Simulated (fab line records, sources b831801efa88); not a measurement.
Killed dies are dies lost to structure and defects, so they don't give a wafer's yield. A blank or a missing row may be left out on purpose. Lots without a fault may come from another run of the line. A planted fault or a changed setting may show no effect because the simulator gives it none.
Problem report in the 8D (eight disciplines) form, filled by code | flow sfq_line | the parts of the form that need people (team, actions taken, sign-off) are left out

1. THE PROBLEM
oes_product_au at SFQ_TRILAYER_L0_BARC_OPEN_METAL_ETCH_010 reads a mean of 0.993 a.u. on 2 wafers of 2 lots; wafers without a fault read 0.685 a.u. with a standard deviation of 0.0044. That is +70 standard deviations from the usual mean.
The step: etches BARC in O2, target depth 125 nm, time 41.7 s.
First seen on wafer L170.4, day 7 01:09, on rie_metal-04. The record holds 42 wafers of 14 lots with a number at this step. Rule for "out", or "out of limits": more than 4 standard deviations from the usual mean. The other wafers with a number count as sound.

2. WHAT IT IS AND WHAT IT IS NOT
question                    | is                           | is not
which readings at this step | oes_product_au, run_length_s | drypump_motor_current_A
which lots                  | L170, L171                   | L158, L159, L160, L161, L162, L165, L173, L174, L175, L178, L179, L180
which wafers of those lots  | L170.4, L171.6               | L170.1, L170.6, L171.2, L171.3
read on which tools         | rie_metal-04                 | rie_metal-01, rie_metal-02
when                        | from day 7 01:09             | up to then (20 sound wafers); but 20 sound wafers of L171, L173, L174, L175, L178, L179, L180 came after

3. SUSPECTS, AND WHAT RULES EACH OUT
Counting: a tool at a process step up to the reading stays a suspect if it ran every lot that is out. Sound lots after the first of them don't rule it out here, since some wafers of a struck lot are sound.
- rie_metal-04 at SFQ_TRILAYER_L0_BARC_OPEN_METAL_ETCH_010 (etches BARC in O2, target depth 125 nm, time 41.7 s): kept. It ran every lot that is out, first L170 (day 7 01:09); its last sound lot up to then is L158 (day 3 09:14). Its own readings are out on those wafers: oes_product_au, run_length_s.
- Within rie_metal-04 at SFQ_TRILAYER_L0_BARC_OPEN_METAL_ETCH_010: the wafers that are out ran in chamber 0; their sound lot-mates ran in chamber 1.
Left after counting: rie_metal-04 at SFQ_TRILAYER_L0_BARC_OPEN_METAL_ETCH_010.

4. THE CAUSE (what the simulator had put in)
Process parameter drift: rie_metal-04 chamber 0, from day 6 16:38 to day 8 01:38, at SFQ_TRILAYER_L0_BARC_OPEN_METAL_ETCH_010. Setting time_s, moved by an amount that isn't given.
Counting left only this tool.

5. THE CHAIN OF EFFECTS, in route order
Each row: a reading whose mean over the struck wafers that have a number lies more than 3 standard deviations from the usual. Only readings for which the record gives a usual standard deviation are gone through. hours: the time from each lot's start at the first step in this table that gives one to its start at this step, as a median over the lots. sigmas: the change in usual standard deviations.
hours | step                                     | reading        | usual      | on struck wafers | change | sigmas
0     | SFQ_TRILAYER_L0_BARC_OPEN_METAL_ETCH_010 | oes_product_au | 0.685 a.u. | 0.993            | +0.308 | +70
0     | SFQ_TRILAYER_L0_BARC_OPEN_METAL_ETCH_010 | run_length_s   | 69.7 s     | 45.6             | -24.1  | -59
The process steps in it:
- SFQ_TRILAYER_L0_BARC_OPEN_METAL_ETCH_010: etches BARC in O2, target depth 125 nm, time 41.7 s.

6. WHAT WOULD HAVE CAUGHT IT SOONER
In this record the first reading out of limits was taken at day 7 01:09, 9 hours after the fault began at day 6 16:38.
